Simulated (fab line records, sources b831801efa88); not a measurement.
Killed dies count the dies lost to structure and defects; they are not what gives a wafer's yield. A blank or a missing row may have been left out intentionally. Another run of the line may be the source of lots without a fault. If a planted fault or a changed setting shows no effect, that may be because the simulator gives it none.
Check of tool commonality	flow gf180mcu	36 wafers sampled across 12 lots

== REASON IT WAS OPENED ==
Of 12 lots, 2 have the reading MVSD_TW flagged at GF_MVSD_TW_MEAS_11. Wafers without a fault read 1564, standard deviation 13.
Rule: a lot gets a flag if all its wafers with a number sit over 4 standard deviations from that mean, or if no wafer of it has a number. As for the other lots, they are considered sound.

lot	measured	on	MVSD_TW, wafer by wafer	flag
L391	day 4 15:43	film metro-01	1558 1551 1562	
L392	day 4 23:41	film metro-03	1569 1572 1571	
L394	day 5 13:29	film metro-03	1297 1296 1299	FLAGGED
L396	day 5 22:46	film metro-03	1289 1294 1292	FLAGGED
L399	day 6 15:25	film metro-03	1567 1580 1574	
L403	day 7 13:29	film metro-01	1549 1552 1548	
L404	day 7 17:19	film metro-01	1544 1547 1546	
L405	day 8 00:53	film metro-03	1581 1576 1582	
L406	day 8 07:53	film metro-02	1565 1562 1553	
L409	day 9 00:19	film metro-03	1570 1573 1576	
L411	day 9 13:48	film metro-03	1575 1567 1578	
L413	day 9 23:56	film metro-03	1576 1575 1579	
Average over the flagged lots: 1294; offset from the usual -270, equal to -21 standard deviations.

== WHICH TOOL EACH LOT WENT THROUGH ==
The record keeps 1 process step preceding the reading, out of 602 steps on the route. Cell contents, in order: the tool; ch with the chambers the sampled wafers went through; the start.
lot	flag	GF_MVSD_IMPLANT_08
L391		implanter-03 ch 0, day 4 15:19
L392		implanter-03 ch 0, day 4 23:19
L394	FLAGGED	implanter-03 ch 0, day 5 13:05
L396	FLAGGED	implanter-03 ch 0, day 5 22:23
L399		implanter-01 ch 0, day 6 15:01
L403		implanter-01 ch 0, day 7 13:07
L404		implanter-01 ch 0, day 7 16:55
L405		implanter-01 ch 0, day 8 00:29
L406		implanter-01 ch 0, day 8 07:31
L409		implanter-03 ch 0, day 8 23:55
L411		implanter-01 ch 0, day 9 13:24
L413		implanter-04 ch 0, day 9 23:33
These steps, and what they do:
- GF_MVSD_IMPLANT_08
- GF_MVSD_TW_MEAS_11

== FLAGGED AGAINST TOTAL, ONE TOOL AT A TIME (gauges that did the reading follow at the end) ==
step	tool	lots run	flagged	share of the flagged lots	sound lots run after its first flagged lot
GF_MVSD_IMPLANT_08	implanter-01	6	0	none	-
GF_MVSD_IMPLANT_08	implanter-03	5	2	all	1 (L409)
GF_MVSD_IMPLANT_08	implanter-04	1	0	none	-
GF_MVSD_TW_MEAS_11	film metro-01	3	0	none	-
GF_MVSD_TW_MEAS_11	film metro-02	1	0	none	-
GF_MVSD_TW_MEAS_11	film metro-03	8	2	all	5 (L399,L405,L409,L411,L413)

== WHAT THE TABLE ALLOWS ==
Table rows that saw every flagged lot: 2, namely implanter-03 at GF_MVSD_IMPLANT_08 and film metro-03 at GF_MVSD_TW_MEAS_11.
- implanter-03 at GF_MVSD_IMPLANT_08: 2 of its 5 lots flagged. Sound lots ran on it after the first flagged one (L409), which a lasting fault on the whole tool wouldn't allow. Its own readings (dose ions cm2, faraday current uA) fall more than 4 standard deviations out on all wafers of the flagged lots.
- film metro-03 at GF_MVSD_TW_MEAS_11: 2 of its 8 lots flagged. Sound lots ran on it after the first flagged one (L399, L405, L409, L411, L413), which a lasting fault on the whole tool wouldn't allow.
None of the table's rows ran every flagged lot and, after the first, no sound lot.

== WHAT THE SIMULATOR PUT IN ==
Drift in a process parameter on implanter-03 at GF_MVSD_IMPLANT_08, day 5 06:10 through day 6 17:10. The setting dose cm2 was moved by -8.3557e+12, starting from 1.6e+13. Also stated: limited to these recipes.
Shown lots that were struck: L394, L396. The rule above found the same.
